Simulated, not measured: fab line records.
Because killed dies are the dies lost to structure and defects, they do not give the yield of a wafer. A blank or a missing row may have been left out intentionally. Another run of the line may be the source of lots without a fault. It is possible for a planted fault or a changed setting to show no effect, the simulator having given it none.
Chamber matching | flow sky130 | SKY_POLY_GATE_ETCH_15 on rie diel-03 has 4 sister chambers
The step etches BARC in N2/H2, stops on SiO2, time 118.5 s, target depth 110 nm. 8 wafers are shown with their chamber, then 9 later ones without.

WAFERS WITH THEIR CHAMBER
wafer  | chamber | drypump motor current A (A) | oes product au (a.u.)
L615.2 | 0       | 4.9                         | 0.722
L615.3 | 3       | 5.7                         | 0.720
L615.4 | 1       | 4.8                         | 0.706
L617.1 | 1       | 4.8                         | 0.711
L617.2 | 0       | 4.9                         | 0.724
L618.2 | 3       | 5.7                         | 0.717
L618.4 | 2       | 6.1                         | 0.718
L618.6 | 2       | 6.0                         | 0.717

WAFERS WITH NO CHAMBER GIVEN
wafer  | drypump motor current A (A) | oes product au (a.u.)
L626.2 | 6.0                         | 0.717
L626.3 | 4.9                         | 0.717
L626.5 | 4.9                         | 0.721
L627.2 | 4.9                         | 0.711
L627.3 | 6.0                         | 0.724
L627.5 | 5.7                         | 0.720
L628.2 | 4.8                         | 0.718
L628.3 | 5.7                         | 0.710
L628.4 | 4.8                         | 0.720

CHAMBER TAKEN BY EACH
wafer  | from the rows above     | in truth
L626.2 | 2                       | 2
L626.3 | 0                       | 0
L626.5 | 0                       | 0
L627.2 | 1                       | 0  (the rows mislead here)
L627.3 | 2                       | 2
L627.5 | 3                       | 3
L628.2 | can't be placed: 0 or 1 | 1
L628.3 | 3                       | 3
L628.4 | 0                       | 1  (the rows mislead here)
Correctly placed: 6 of 9. Cannot be placed on the basis of these rows: 1; the candidates contain the true chamber in 1. 2 placed wrongly.
How it was worked out, from the rows above alone: a wafer's distance from a chamber is the root of the sum, over the readings, of the square of ((its reading less the chamber's mean) divided by the reading's scatter). The wafer belongs to the nearest chamber; if the next one is less than 2 further off, it can't be placed. Each chamber's mean is taken over the wafers shown for it. The scatter: the root of (the sum of the squares of (reading less its chamber's mean) over the shown wafers, divided by (wafers less chambers)).
